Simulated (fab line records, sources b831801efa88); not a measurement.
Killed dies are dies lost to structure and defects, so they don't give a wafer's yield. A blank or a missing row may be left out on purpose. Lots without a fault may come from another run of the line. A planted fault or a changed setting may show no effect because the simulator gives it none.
Problem report in the 8D (eight disciplines) form, filled by code | flow gf180mcu | the parts of the form that need people (team, actions taken, sign-off) are left out

1. THE PROBLEM
chamber_pressure_pa at GF_M4_SPUTTER_04 reads a mean of 0.6902 Pa on 6 wafers of 2 lots; wafers without a fault read 0.4001 Pa with a standard deviation of 0.00082. That is +99 or more standard deviations from the usual mean.
The step: material TiN, target thk 50 nm, time 41.7 s.
First seen on wafer L508.1, day 29 00:32, on pvd_sputter-03. The record holds 18 wafers of 6 lots with a number at this step. Rule for "out", or "out of limits": more than 4 standard deviations from the usual mean. The other wafers with a number count as sound.

2. WHAT IT IS AND WHAT IT IS NOT
question                    | is                                      | is not
which readings at this step | chamber_pressure_pa, throttle_valve_pct | -
which lots                  | L508, L511                              | L488, L502, L503, L509
which wafers of those lots  | all that have a number                  | -
read on which tools         | pvd_sputter-03                          | pvd_sputter-02
when                        | from day 29 00:32                       | up to then (9 sound wafers); but 3 sound wafers of L509 came after

3. SUSPECTS, AND WHAT RULES EACH OUT
Counting: a tool at a process step up to the reading stays a suspect if it ran every lot that is out and no sound lot after the first of them.
- cmp-01 at GF_V3_CMP_26 (polishes, stops on SiO2, t overpolish 15 s, target thk 0 nm): kept. It ran every lot that is out, first L508 (day 29 00:04), and no sound lot after that; its last sound lot up to then is L503 (day 28 00:29).
- pvd_sputter-03 at GF_M4_SPUTTER_00 (material Ti, target thk 37.5 nm, time 150 s): kept. It ran every lot that is out, first L508 (day 29 00:22), and no sound lot after that; its last sound lot up to then is L503 (day 28 00:47).
- pvd_sputter-03 at GF_M4_SPUTTER_01 (material TiN, target thk 30 nm, time 25 s): kept. It ran every lot that is out, first L508 (day 29 00:28), and no sound lot after that; its last sound lot up to then is L503 (day 28 00:53).
- pvd_sputter-03 at GF_M4_SPUTTER_03 (material Ti, target thk 10 nm, time 6.7 s): kept. It ran every lot that is out, first L508 (day 29 00:31), and no sound lot after that; its last sound lot up to then is L503 (day 28 00:57).
- pvd_sputter-03 at GF_M4_SPUTTER_04 (material TiN, target thk 50 nm, time 41.7 s): kept. It ran every lot that is out, first L508 (day 29 00:32), and no sound lot after that; its last sound lot up to then is L503 (day 28 00:58). Its own readings are out on those wafers: chamber_pressure_pa, throttle_valve_pct.
Left after counting: cmp-01 at GF_V3_CMP_26, pvd_sputter-03 at GF_M4_SPUTTER_00, pvd_sputter-03 at GF_M4_SPUTTER_01, pvd_sputter-03 at GF_M4_SPUTTER_03, pvd_sputter-03 at GF_M4_SPUTTER_04.

4. THE CAUSE (what the simulator had put in)
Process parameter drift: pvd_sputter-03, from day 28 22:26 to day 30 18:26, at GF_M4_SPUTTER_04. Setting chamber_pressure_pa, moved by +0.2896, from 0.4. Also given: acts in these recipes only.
Counting left 5 suspects, and this tool is among them.

5. THE CHAIN OF EFFECTS, in route order
Each row: a reading whose mean over the struck wafers that have a number lies more than 3 standard deviations from the usual. Only readings for which the record gives a usual standard deviation are gone through. hours: the time from each lot's start at the first step in this table that gives one to its start at this step, as a median over the lots. sigmas: the change in usual standard deviations.
hours | step             | reading             | usual     | on struck wafers | change  | sigmas
0     | GF_M4_SPUTTER_04 | chamber_pressure_pa | 0.4001 Pa | 0.6902           | +0.2901 | +99 or more
0     | GF_M4_SPUTTER_04 | throttle_valve_pct  | 29.9 %    | 22.8             | -7.1    | -8.5
The process steps in it:
- GF_M4_SPUTTER_04: material TiN, target thk 50 nm, time 41.7 s.
Later measuring or inspecting steps at which every struck wafer that the step has a row for has a number for every such reading, and none has moved that far: GF_M4_RS_MEAS_05, GF_M4_THK_MEAS_06, GF_M4_CD_MEAS_14, GF_M4_OVL_MEAS_15, GF_V4_THK_MEAS_01, GF_V4_THK_MEAS_03, GF_V4_BOW_MEAS_05.

6. WHAT WOULD HAVE CAUGHT IT SOONER
In this record the first reading out of limits was taken at day 29 00:32, 2 hours after the fault began at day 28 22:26.
